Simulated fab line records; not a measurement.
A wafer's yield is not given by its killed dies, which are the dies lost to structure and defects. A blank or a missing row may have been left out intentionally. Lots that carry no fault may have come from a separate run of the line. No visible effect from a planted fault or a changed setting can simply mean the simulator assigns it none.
The tool behind it: which one? | flow sky130 | at 1 step of a route of 708, 12 lots with 36 wafers sampled

WHAT EACH GAUGE READ, for each wafer
SKY_VIA2_OVL_MEAS_13. Usual: for VIA2_OVL the level is 2 nm and the standard deviation is 5.9.
lot  | measured     | on         | VIA2_OVL (nm) | flag
L928 | day 36 13:12 | overlay-01 | -3 0 0        |
L929 | day 36 22:33 | overlay-02 | -3 -1 -2      |
L931 | day 37 21:59 | overlay-02 | 3 0 1         |
L932 | day 37 23:18 | overlay-01 | 1 -1 4        |
L933 | day 38 05:11 | overlay-02 | -2 -2 1       |
L934 | day 38 15:15 | overlay-01 | -8 -7 -10     |
L937 | day 39 14:37 | overlay-01 | 2 -1 -1       |
L939 | day 40 03:33 | overlay-01 | -2 -4 -1      |
L940 | day 40 22:41 | overlay-02 | 0 2 1         |
L944 | day 41 16:10 | overlay-01 | 5 1 3         |
L947 | day 42 09:06 | overlay-02 | 6 8 9         |
L950 | day 43 07:45 | overlay-02 | 7 -2 3        |

WHAT TOOL EACH LOT RAN ON (gives the tool, then ch and the chambers of the sampled wafers, and finally the start)
There is no process step in the record ahead of these readings.

AS READ BY THE TOOLS THEMSELVES (means over the sampled wafers that have a number; for cases with no such wafer, the mark the record gives instead)
The record holds no such reading with a usual standard deviation.

THE ANSWER, worked out from the rows above alone
Rule: a lot counts as off when the mean over its wafers that have a number is more than 3 standard deviations away from the usual mean. A lot without any number at a reading at which 4 lots or more have one is off too. All remaining lots with rows at the step are treated as sound. First the gauges in route order, then the tools' own readings, where a lot's mean is used as printed above. The first step at which some lot is off is used, and at that step the reading that is off furthest; a lot without a number counts as furthest.
None of the lots is off at any reading shown; this tells nothing.

WHAT HAD BEEN PUT IN BY THE SIMULATOR
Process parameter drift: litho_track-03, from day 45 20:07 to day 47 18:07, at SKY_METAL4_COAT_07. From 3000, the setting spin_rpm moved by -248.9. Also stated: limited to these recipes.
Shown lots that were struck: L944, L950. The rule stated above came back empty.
